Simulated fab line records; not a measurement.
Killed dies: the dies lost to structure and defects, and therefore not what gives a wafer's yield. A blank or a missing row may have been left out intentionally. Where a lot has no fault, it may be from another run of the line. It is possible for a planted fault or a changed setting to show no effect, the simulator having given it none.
Which of the tools did it? :: flow sky130 :: route of 708 steps, sampled at 1 step: 10 lots, 30 wafers

== WHAT EACH GAUGE READ, for each wafer ==
SKY_LOCAL_INTERCONNECT_CD_MEAS_11: target cd 170 nm.
lot: L918
measured: day 30 08:56
on: cdSem-01
cdNm (nm): 170.2 170.2 170.8

lot: L919
measured: day 31 03:38
on: cdSem-01
cdNm (nm): 168.7 169.8 170.9

lot: L923
measured: day 32 06:38
on: cdSem-02
cdNm (nm): 169.6 169.7 169.2

lot: L925
measured: day 32 16:01
on: cdSem-01
cdNm (nm): 167.4 165.7 168.2

lot: L926
measured: day 32 20:28
on: cdSem-02
cdNm (nm): 169.9 169.7 169.5

lot: L930
measured: day 34 00:43
on: cdSem-02
cdNm (nm): 172.9 173.2 173.3

lot: L932
measured: day 34 17:59
on: cdSem-01
cdNm (nm): 170.1 169.5 169.3

lot: L938
measured: day 36 17:29
on: cdSem-01
cdNm (nm): 169.5 169.3 170.3

lot: L939
measured: day 37 02:47
on: cdSem-02
cdNm (nm): 169.4 168.5 167.9

lot: L941
measured: day 37 15:31
on: cdSem-02
cdNm (nm): 170.7 171.4 171.0

== WHICH TOOL RAN EACH LOT (tool, then ch and the chambers of the sampled wafers, then the start) ==
The record holds no process step before these readings.

== THE ANSWER, worked out from the rows above alone ==
Rule: what is usual is taken from the lots themselves. The widest of any qualifying gaps counts: lots, ordered by their means at a reading, are off when they make up no more than a third of the lots, leave a main group of 4 or more, and stand apart from it by 3 or more times the standard deviation of that group's means. The tables above print the reading to a certain number of digits; a main group whose means all agree to those digits is not used. A lot without any number at a reading at which 4 lots or more have one is off too. All remaining lots with rows at the step are treated as sound.
Nothing can be told from this: no lot is off at any reading shown.

== WHAT THE SIMULATOR HAD PUT IN ==
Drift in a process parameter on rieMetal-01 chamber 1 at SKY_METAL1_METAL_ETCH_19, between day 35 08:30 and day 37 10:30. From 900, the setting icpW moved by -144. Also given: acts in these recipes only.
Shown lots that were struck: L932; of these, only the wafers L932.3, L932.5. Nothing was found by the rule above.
